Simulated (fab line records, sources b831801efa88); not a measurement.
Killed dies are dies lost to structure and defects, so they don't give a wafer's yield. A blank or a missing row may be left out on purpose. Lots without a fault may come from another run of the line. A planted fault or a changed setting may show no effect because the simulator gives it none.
fab line records | flow gf180mcu | part 1 of 2: steps 1 to 26 of 36
record lots=5 wafers=15 last_day=33
route steps=602 shown HV_LDD@180
lots that met no fault: from a run of the same line without faults
start_h: hours from the record's first day to the start of the lot's first wafer shown | wait_h: hours since the lot's step before | " the same as in the row above | L1.1+2: a row that stands for several wafers | - no value, or no start given | * or withheld: withheld | < > ~ a bound
route shown NAME@n: a module of which the file shows steps, and the number in the route of the first | usual: mean/standard deviation of fault-free wafers | same: alike in all rows | chamber/n: place in a boat | sites: the reading at each site | _std_site: their standard deviation | _edge_site: outer sites' mean less inner sites' | radius_mm: how far each site lies from the wafer's centre | mask NAME#n: copy n | behind: the tool/chamber that last shaped the wafer | hold: why the lot was held/for how many hours/how that ended | device: the transistor (n, p or np) that didn't switch | end of line: the same wafers' tests at the end of the route | a step without rows: its recipe alone | killed: dies lost to structure and defects at the first sort, not the wafer's yield | map: a wafer's dies, x killed, . not, _ none there
set.NAME: the setting as run; set.NAME@STEP: as run at that earlier step | model.NAME: the simulator's own value behind a step, which no gauge read
lots at some steps of the route; a table a step, a row a wafer
services: from which hour (start_h, from the record's first day; less than 0 if before it) a tool's chamber was out of use, for how many hours, and why
## steps
# step GF_HV_LDD_EXPOSE_04
# recipe mask_id=Nplus_LV_AREA target_cd_nm=400 na=0.6 source_shape=conventional sigma_outer=0.6 dose_mj=140
# columns lot.wafer tool chamber start_h wait_h mask
L080.2+3+6 iline_stepper-01 0 - - Nplus_LV_AREA#0
L083.3+4+5 iline_stepper-02 0 - - Nplus_LV_AREA#0
L085.2+3+5 iline_stepper-02 0 - - Nplus_LV_AREA#0
L091.2+5+6 iline_stepper-02 0 - - Nplus_LV_AREA#0
L093.2+4+5 iline_stepper-01 0 - - Nplus_LV_AREA#0
# step GF_HV_LDD_PEB_05
# recipe temp_c=withheld time_s=* resist=NOVOLAK
# usual chill_plate_temp_C=*
# columns lot.wafer tool chamber start_h wait_h chill_plate_temp_C
L080.2 litho_track-01 0 - - *
L080.3 " 0 " " *
L080.6 " 0 " " *
L083.3 litho_track-01 0 - - *
L083.4 " 0 " " *
L083.5 " 0 " " *
L085.2 litho_track-02 0 - - *
L085.3 " 0 " " *
L085.5 " 0 " " *
L091.2 litho_track-01 0 - - *
L091.5 " 0 " " *
L091.6 " 0 " " *
L093.2 litho_track-02 0 - - *
L093.4 " 0 " " *
L093.5 " 0 " " *
# step GF_HV_LDD_DEVELOP_06
# recipe develop_time_s=60 dev_temp_c=23
# usual chill_plate_temp_C=22.98/0.11
# columns lot.wafer tool chamber start_h wait_h chill_plate_temp_C
L080.2 litho_track-01 0 255.72 0.1 23.10
L080.3 " 0 " " 22.94
L080.6 " 0 " " 23.08
L083.3 litho_track-01 0 279.99 0.1 22.87
L083.4 " 0 " " 22.97
L083.5 " 0 " " 22.81
L085.2 litho_track-02 0 293.18 0.1 23.03
L085.3 " 0 " " 23.03
L085.5 " 0 " " 23.12
L091.2 litho_track-01 0 338.82 0.1 23.00
L091.5 " 0 " " 22.89
L091.6 " 0 " " 23.03
L093.2 litho_track-02 0 357.52 0.1 22.99
L093.4 " 0 " " 22.79
L093.5 " 0 " " 23.02
# step GF_HV_LDD_CD_MEAS_07
# recipe target_cd_nm=400
# usual cd_nm=399.1/2
# columns lot.wafer tool chamber start_h wait_h cd_nm
L080.2 cd_sem-02 - 255.86 0.1 398.5
L080.3 " - " " 397.7
L080.6 " - " " 398.2
L083.3 cd_sem-02 - 280.13 0.1 401.2
L083.4 " - " " 400.9
L083.5 " - " " 399.3
L085.2 cd_sem-02 - 293.32 0.1 396.8
L085.3 " - " " 398.0
L085.5 " - " " 396.9
L091.2 cd_sem-02 - 338.96 0.1 400.1
L091.5 " - " " 398.8
L091.6 " - " " 397.9
L093.2 cd_sem-01 - 357.67 0.1 397.2
L093.4 " - " " 401.2
L093.5 " - " " 398.8
# step GF_HV_LDD_OVL_MEAS_08
# usual HV_LDD_OVL=0.0/1.2
# columns lot.wafer tool chamber start_h wait_h HV_LDD_OVL[nm]
L080.2 overlay-02 - 255.97 0.1 -1.0
L080.3 " - " " -1.4
L080.6 " - " " -0.9
L083.3 overlay-02 - 280.22 0.1 -0.6
L083.4 " - " " -1.2
L083.5 " - " " -1.3
L085.2 overlay-02 - 293.43 0.1 -0.7
L085.3 " - " " -1.2
L085.5 " - " " -0.8
L091.2 overlay-02 - 339.07 0.1 0.2
L091.5 " - " " 0.9
L091.6 " - " " 0.8
L093.2 overlay-01 - 357.78 0.1 -1.9
L093.4 " - " " -1.1
L093.5 " - " " -2.6
# step GF_HV_LDD_IMPLANT_09
# recipe species=As energy_kev=40 dose_cm2=1e+14 tilt_deg=7
# usual beam_on_s=9.99/0.19
# columns lot.wafer tool chamber start_h wait_h beam_on_s
L080.2 implanter-02 0 256.02 0.0 10.31
L080.3 " 0 " " 10.22
L080.6 " 0 " " 10.11
L083.3 implanter-01 0 280.30 0.1 10.12
L083.4 " 0 " " 9.82
L083.5 " 0 " " 10.27
L085.2 implanter-01 0 293.48 0.0 10.21
L085.3 " 0 " " 10.15
L085.5 " 0 " " 9.84
L091.2 implanter-04 0 339.12 0.0 10.13
L091.5 " 0 " " 10.08
L091.6 " 0 " " 10.17
L093.2 implanter-01 0 357.83 0.0 9.71
L093.4 " 0 " " 9.72
L093.5 " 0 " " 10.08
# step GF_HV_LDD_STRIP_10
# recipe chemistry=O2/N2 power_w=1400 pressure_mtorr=1500 platen_temp_c=250 o2_flow_sccm=3000 n2_flow_sccm=300 overash_fraction=0.5
# usual drypump_motor_current_A=5.5/0.61 heater_power_w=348/27 o2_flow_sccm=3001/8.5 oes_product_au=0.716/0.0044 strip_time_to_endpoint_s=12.64/0.031
# columns lot.wafer tool chamber start_h wait_h drypump_motor_current_A heater_power_w o2_flow_sccm oes_product_au rf_hours_counter_h strip_time_to_endpoint_s
L080.2 plasma_asher-04 0 256.15 0.1 4.9 338 3003 0.722 47 12.63
L080.3 " 1 " " 5.1 374 2992 0.717 - 12.64
L080.6 " 0 " " 4.9 329 3005 0.711 - 12.63
L083.3 plasma_asher-02 1 280.43 0.1 5.7 335 3002 0.711 - 12.67
L083.4 " 0 " " 6.6 367 3002 0.717 - 12.64
L083.5 " 0 " " 6.6 368 3005 0.717 - 12.64
L085.2 plasma_asher-02 0 293.61 0.1 6.6 362 3015 0.717 18 12.70
L085.3 " 1 " " 5.7 332 3005 0.713 - 12.68
L085.5 " 0 " " 6.6 373 2997 0.715 - 12.67
L091.2 plasma_asher-02 0 339.25 0.1 6.6 366 2989 0.710 26 12.60
L091.5 " 1 " " 5.7 327 3003 0.720 - 12.56
L091.6 " 0 " " 6.6 372 2988 0.724 - 12.60
L093.2 plasma_asher-04 1 357.96 0.1 5.1 385 3009 0.717 55 12.65
L093.4 " 1 " " 5.1 375 3009 0.724 - 12.64
L093.5 " 0 " " 4.9 344 2994 0.710 - 12.64
# step GF_HV_LDD_TW_MEAS_11
# usual HV_LDD_TW=2427/18
# columns lot.wafer tool chamber start_h wait_h HV_LDD_TW
L080.2 film_metro-01 - 256.26 0.1 2401
L080.3 " - " " 2406
L080.6 " - " " 2411
L083.3 film_metro-03 - 280.52 0.1 2445
L083.4 " - " " 2444
L083.5 " - " " 2434
L085.2 film_metro-02 - 293.72 0.1 2438
L085.3 " - " " 2433
L085.5 " - " " 2439
L091.2 film_metro-02 - 339.36 0.1 2462
L091.5 " - " " 2449
L091.6 " - " " 2457
L093.2 film_metro-01 - 358.07 0.1 2409
L093.4 " - " " 2416
L093.5 " - " " 2397
# step GF_HV_LDD_DEHYDRATE_12
# recipe temp_c=200 time_s=60
# usual chill_plate_temp_C=22.99/0.11
# columns lot.wafer tool chamber start_h wait_h chill_plate_temp_C
L080.2 litho_track-02 0 264.78 8.5 23.18
L080.3 " 0 " " 23.24
L080.6 " 0 " " 23.08
L083.3 litho_track-02 0 289.95 9.4 22.97
L083.4 " 0 " " 23.14
L083.5 " 0 " " 23.00
L085.2 litho_track-04 0 302.56 8.8 22.90
L085.3 " 0 " " 22.86
L085.5 " 0 " " 22.84
L091.2 litho_track-02 0 349.22 9.9 23.02
L091.5 " 0 " " 23.08
L091.6 " 0 " " 23.05
L093.2 litho_track-02 0 368.22 10.1 23.12
L093.4 " 0 " " 23.03
L093.5 " 0 " " 22.89
# step GF_HV_LDD_HMDS_13
# recipe prime_time_s=60 prime_temp_c=120
# usual chill_plate_temp_C=22.97/0.11
# columns lot.wafer tool chamber start_h wait_h chill_plate_temp_C
L080.2 litho_track-02 0 264.93 0.1 22.93
L080.3 " 0 " " 22.74
L080.6 " 0 " " 22.98
L083.3 litho_track-02 0 290.10 0.1 22.84
L083.4 " 0 " " 22.83
L083.5 " 0 " " 23.02
L085.2 litho_track-04 0 302.71 0.1 22.94
L085.3 " 0 " " 23.11
L085.5 " 0 " " 22.90
L091.2 litho_track-02 0 349.37 0.1 23.10
L091.5 " 0 " " 23.05
L091.6 " 0 " " 23.21
L093.2 litho_track-02 0 368.37 0.1 22.86
L093.4 " 0 " " 22.98
L093.5 " 0 " " 22.88
# step GF_HV_LDD_COAT_14
# recipe resist=NOVOLAK spin_rpm=3000 resist_thk_nm=1000
# usual chill_plate_temp_C=23.00/0.11
# columns lot.wafer tool chamber start_h wait_h chill_plate_temp_C
L080.2 litho_track-02 0 265.08 0.1 23.04
L080.3 " 0 " " 23.05
L080.6 " 0 " " 23.08
L083.3 litho_track-02 0 290.25 0.1 22.98
L083.4 " 0 " " 23.09
L083.5 " 0 " " 23.19
L085.2 litho_track-04 0 302.86 0.1 23.03
L085.3 " 0 " " 22.96
L085.5 " 0 " " 22.92
L091.2 litho_track-02 0 349.52 0.1 22.97
L091.5 " 0 " " 23.08
L091.6 " 0 " " 23.17
L093.2 litho_track-02 0 368.52 0.1 22.97
L093.4 " 0 " " 23.00
L093.5 " 0 " " 23.01
# step GF_HV_LDD_SOFTBAKE_15
# recipe temp_c=90 time_s=60 resist=NOVOLAK
# usual chill_plate_temp_C=23.00/0.11
# columns lot.wafer tool chamber start_h wait_h chill_plate_temp_C
L080.2 litho_track-02 0 265.23 0.1 23.14
L080.3 " 0 " " 23.16
L080.6 " 0 " " 23.16
L083.3 litho_track-02 0 290.40 0.1 22.88
L083.4 " 0 " " 22.94
L083.5 " 0 " " 23.00
L085.2 litho_track-04 0 303.01 0.1 23.10
L085.3 " 0 " " 23.03
L085.5 " 0 " " 23.13
L091.2 litho_track-02 0 349.67 0.1 23.23
L091.5 " 0 " " 23.17
L091.6 " 0 " " 23.13
L093.2 litho_track-02 0 368.67 0.1 23.05
L093.4 " 0 " " 23.03
L093.5 " 0 " " 22.94
# step GF_HV_LDD_EXPOSE_16
# recipe mask_id=Pplus_LV_AREA target_cd_nm=400 na=0.6 source_shape=conventional sigma_outer=0.6 dose_mj=140
# columns lot.wafer tool chamber start_h wait_h mask
L080.2+3+6 iline_stepper-01 0 - - Pplus_LV_AREA#0
L083.3+4+5 iline_stepper-01 0 - - Pplus_LV_AREA#0
L085.2+3+5 iline_stepper-01 0 - - Pplus_LV_AREA#0
L091.2+5+6 iline_stepper-01 0 - - Pplus_LV_AREA#0
L093.2+4+5 iline_stepper-01 0 - - Pplus_LV_AREA#0
# step GF_HV_LDD_PEB_17
# recipe temp_c=withheld time_s=* resist=NOVOLAK
# usual chill_plate_temp_C=*
# columns lot.wafer tool chamber start_h wait_h chill_plate_temp_C
L080.2 litho_track-04 0 - - *
L080.3 " 0 " " *
L080.6 " 0 " " *
L083.3 litho_track-02 0 - - *
L083.4 " 0 " " *
L083.5 " 0 " " *
L085.2 litho_track-02 0 - - *
L085.3 " 0 " " *
L085.5 " 0 " " *
L091.2 litho_track-02 0 - - *
L091.5 " 0 " " *
L091.6 " 0 " " *
L093.2 litho_track-04 0 - - *
L093.4 " 0 " " *
L093.5 " 0 " " *
# step GF_HV_LDD_DEVELOP_18
# recipe develop_time_s=60 dev_temp_c=23
# usual chill_plate_temp_C=23.01/0.1
# columns lot.wafer tool chamber start_h wait_h chill_plate_temp_C
L080.2 litho_track-04 0 274.31 0.1 22.98
L080.3 " 0 " " 23.02
L080.6 " 0 " " 22.93
L083.3 litho_track-02 0 300.30 0.1 23.17
L083.4 " 0 " " 23.14
L083.5 " 0 " " 22.95
L085.2 litho_track-02 0 313.32 0.1 23.26
L085.3 " 0 " " 23.10
L085.5 " 0 " " 23.04
L091.2 litho_track-02 0 361.07 0.1 23.05
L091.5 " 0 " " 23.22
L091.6 " 0 " " 23.08
L093.2 litho_track-04 0 380.31 0.1 22.87
L093.4 " 0 " " 22.85
L093.5 " 0 " " 22.84
# step GF_HV_LDD_CD_MEAS_19
# recipe target_cd_nm=400
# usual cd_nm=399.0/2.3
# columns lot.wafer tool chamber start_h wait_h cd_nm
L080.2 cd_sem-01 - 274.45 0.1 398.7
L080.3 " - " " 400.0
L080.6 " - " " 399.5
L083.3 cd_sem-02 - 300.44 0.1 396.3
L083.4 " - " " 397.4
L083.5 " - " " 396.6
L085.2 cd_sem-01 - 313.47 0.1 396.5
L085.3 " - " " 398.2
L085.5 " - " " 396.6
L091.2 cd_sem-02 - 361.22 0.1 401.2
L091.5 " - " " 400.4
L091.6 " - " " 399.7
L093.2 cd_sem-01 - 380.45 0.1 404.8
L093.4 " - " " 403.2
L093.5 " - " " 404.3
# step GF_HV_LDD_OVL_MEAS_20
# usual HV_LDD_01_OVL=0.1/1.4
# columns lot.wafer tool chamber start_h wait_h HV_LDD_01_OVL[nm]
L080.2 overlay-01 - 274.56 0.1 3.1
L080.3 " - " " 4.4
L080.6 " - " " 2.4
L083.3 overlay-01 - 300.53 0.1 1.4
L083.4 " - " " 2.9
L083.5 " - " " 1.6
L085.2 overlay-01 - 313.58 0.1 1.4
L085.3 " - " " 0.5
L085.5 " - " " 2.4
L091.2 overlay-01 - 361.33 0.1 0.2
L091.5 " - " " 0.7
L091.6 " - " " 0.4
L093.2 overlay-01 - 380.56 0.1 -0.3
L093.4 " - " " -1.0
L093.5 " - " " 0.9
# step GF_HV_LDD_IMPLANT_21
# recipe species=BF2 energy_kev=25 dose_cm2=5e+13 tilt_deg=7
# usual beam_on_s=10.03/0.19
# columns lot.wafer tool chamber start_h wait_h beam_on_s
L080.2 implanter-04 0 274.61 0.0 9.94
L080.3 " 0 " " 10.22
L080.6 " 0 " " 9.74
L083.3 implanter-02 0 300.61 0.1 9.64
L083.4 " 0 " " 10.10
L083.5 " 0 " " 9.73
L085.2 implanter-02 0 313.63 0.0 10.02
L085.3 " 0 " " 9.94
L085.5 " 0 " " 9.78
L091.2 implanter-02 0 361.38 0.0 9.92
L091.5 " 0 " " 10.08
L091.6 " 0 " " 10.19
L093.2 implanter-01 0 380.61 0.0 9.63
L093.4 " 0 " " 9.93
L093.5 " 0 " " 10.11
# step GF_HV_LDD_STRIP_22
# recipe chemistry=O2/N2 power_w=1400 pressure_mtorr=1500 platen_temp_c=250 o2_flow_sccm=3000 n2_flow_sccm=300 overash_fraction=0.5
# usual drypump_motor_current_A=5.5/0.57 heater_power_w=347/28 o2_flow_sccm=2999/8.5 oes_product_au=0.715/0.0045 strip_time_to_endpoint_s=12.64/0.031
# columns lot.wafer tool chamber start_h wait_h drypump_motor_current_A heater_power_w o2_flow_sccm oes_product_au rf_hours_counter_h strip_time_to_endpoint_s
L080.2 plasma_asher-01 0 274.74 0.1 5.1 296 3009 0.720 60 12.66
L080.3 " 0 " " 5.1 293 2998 0.709 - 12.67
L080.6 " 0 " " 5.1 301 3003 0.708 - 12.66
L083.3 plasma_asher-02 0 300.74 0.1 6.6 362 3000 0.719 - 12.64
L083.4 " 1 " " 5.7 340 2994 0.721 - 12.60
L083.5 " 0 " " 6.6 364 3000 0.715 - 12.66
L085.2 plasma_asher-01 0 313.76 0.1 5.1 289 3010 0.722 63 12.69
L085.3 " 1 " " 5.4 370 2993 0.712 - 12.67
L085.5 " 1 " " 5.4 370 3005 0.716 - 12.66
L091.2 plasma_asher-04 0 361.51 0.1 4.9 349 2999 0.714 55 12.67
L091.5 " 0 " " 4.9 339 3008 0.716 - 12.68
L091.6 " 1 " " 5.1 373 2998 0.710 - 12.69
L093.2 plasma_asher-04 1 380.74 0.1 5.1 375 2999 0.712 58 12.69
L093.4 " 1 " " 5.1 376 3001 0.724 - 12.69
L093.5 " 0 " " 4.9 332 3000 0.713 - 12.67
# step GF_HV_LDD_TW_MEAS_23
# usual HV_LDD_2_TW=1066/7.4
# columns lot.wafer tool chamber start_h wait_h HV_LDD_2_TW
L080.2 film_metro-01 - 274.85 0.1 1057
L080.3 " - " " 1056
L080.6 " - " " 1057
L083.3 film_metro-01 - 300.83 0.1 1051
L083.4 " - " " 1051
L083.5 " - " " 1056
L085.2 film_metro-03 - 313.87 0.1 1070
L085.3 " - " " 1070
L085.5 " - " " 1061
L091.2 film_metro-02 - 361.62 0.1 1073
L091.5 " - " " 1069
L091.6 " - " " 1070
L093.2 film_metro-02 - 380.85 0.1 1075
L093.4 " - " " 1070
L093.5 " - " " 1076
# step GF_HV_LDD_DEHYDRATE_24
# recipe temp_c=200 time_s=60
# usual chill_plate_temp_C=22.99/0.1
# columns lot.wafer tool chamber start_h wait_h chill_plate_temp_C
L080.2 litho_track-01 0 284.67 9.8 23.12
L080.3 " 0 " " 22.96
L080.6 " 0 " " 23.12
L083.3 litho_track-04 0 310.53 9.7 22.98
L083.4 " 0 " " 23.00
L083.5 " 0 " " 23.03
L085.2 litho_track-04 0 323.71 9.8 22.97
L085.3 " 0 " " 23.08
L085.5 " 0 " " 23.05
L091.2 litho_track-01 0 371.62 10.0 23.10
L091.5 " 0 " " 23.05
L091.6 " 0 " " 22.95
L093.2 litho_track-01 0 391.62 10.8 23.02
L093.4 " 0 " " 22.95
L093.5 " 0 " " 22.97
# step GF_HV_LDD_HMDS_25
# recipe prime_time_s=60 prime_temp_c=120
# usual chill_plate_temp_C=22.99/0.098
# columns lot.wafer tool chamber start_h wait_h chill_plate_temp_C
L080.2 litho_track-01 0 284.82 0.1 23.08
L080.3 " 0 " " 23.06
L080.6 " 0 " " 23.17
L083.3 litho_track-04 0 310.68 0.1 23.01
L083.4 " 0 " " 23.01
L083.5 " 0 " " 23.05
L085.2 litho_track-04 0 323.86 0.1 22.78
L085.3 " 0 " " 22.87
L085.5 " 0 " " 22.87
L091.2 litho_track-01 0 371.77 0.1 22.95
L091.5 " 0 " " 22.86
L091.6 " 0 " " 22.97
L093.2 litho_track-01 0 391.77 0.1 22.94
L093.4 " 0 " " 22.81
L093.5 " 0 " " 22.72
# step GF_HV_LDD_COAT_26
# recipe resist=NOVOLAK spin_rpm=3000 resist_thk_nm=1000
# usual chill_plate_temp_C=23.02/0.11
# columns lot.wafer tool chamber start_h wait_h chill_plate_temp_C
L080.2 litho_track-01 0 284.97 0.1 23.03
L080.3 " 0 " " 22.98
L080.6 " 0 " " 23.06
L083.3 litho_track-04 0 310.83 0.1 22.91
L083.4 " 0 " " 23.03
L083.5 " 0 " " 22.91
L085.2 litho_track-04 0 324.01 0.1 22.96
L085.3 " 0 " " 22.84
L085.5 " 0 " " 22.85
L091.2 litho_track-01 0 371.92 0.1 22.92
L091.5 " 0 " " 23.02
L091.6 " 0 " " 22.86
L093.2 litho_track-01 0 391.92 0.1 23.04
L093.4 " 0 " " 23.07
L093.5 " 0 " " 23.15
# step GF_HV_LDD_SOFTBAKE_27
# recipe temp_c=90 time_s=60 resist=NOVOLAK
# usual chill_plate_temp_C=23.01/0.11
# columns lot.wafer tool chamber start_h wait_h chill_plate_temp_C
L080.2 litho_track-01 0 285.12 0.1 23.15
L080.3 " 0 " " 23.14
L080.6 " 0 " " 23.08
L083.3 litho_track-04 0 310.98 0.1 22.93
L083.4 " 0 " " 23.09
L083.5 " 0 " " 23.13
L085.2 litho_track-04 0 324.16 0.1 23.02
L085.3 " 0 " " 22.97
L085.5 " 0 " " 23.08
L091.2 litho_track-01 0 372.07 0.1 22.84
L091.5 " 0 " " 22.97
L091.6 " 0 " " 22.88
L093.2 litho_track-01 0 392.07 0.1 23.07
L093.4 " 0 " " 23.16
L093.5 " 0 " " 23.14
# step GF_HV_LDD_EXPOSE_28
# recipe mask_id=Nplus_HV_AREA target_cd_nm=400 na=0.6 source_shape=conventional sigma_outer=0.6 dose_mj=140
# columns lot.wafer tool chamber start_h wait_h mask
L080.2+3+6 iline_stepper-01 0 - - Nplus_HV_AREA#0
L083.3+4+5 iline_stepper-02 0 - - Nplus_HV_AREA#0
L085.2+3+5 iline_stepper-02 0 - - Nplus_HV_AREA#0
L091.2+5+6 iline_stepper-01 0 - - Nplus_HV_AREA#0
L093.2+4+5 iline_stepper-02 0 - - Nplus_HV_AREA#0
# step GF_HV_LDD_PEB_29
# recipe temp_c=withheld time_s=* resist=NOVOLAK
# usual chill_plate_temp_C=*
# columns lot.wafer tool chamber start_h wait_h chill_plate_temp_C
L080.2 litho_track-04 0 - - *
L080.3 " 0 " " *
L080.6 " 0 " " *
L083.3 litho_track-01 0 - - *
L083.4 " 0 " " *
L083.5 " 0 " " *
L085.2 litho_track-02 0 - - *
L085.3 " 0 " " *
L085.5 " 0 " " *
L091.2 litho_track-02 0 - - *
L091.5 " 0 " " *
L091.6 " 0 " " *
L093.2 litho_track-04 0 - - *
L093.4 " 0 " " *
L093.5 " 0 " " *
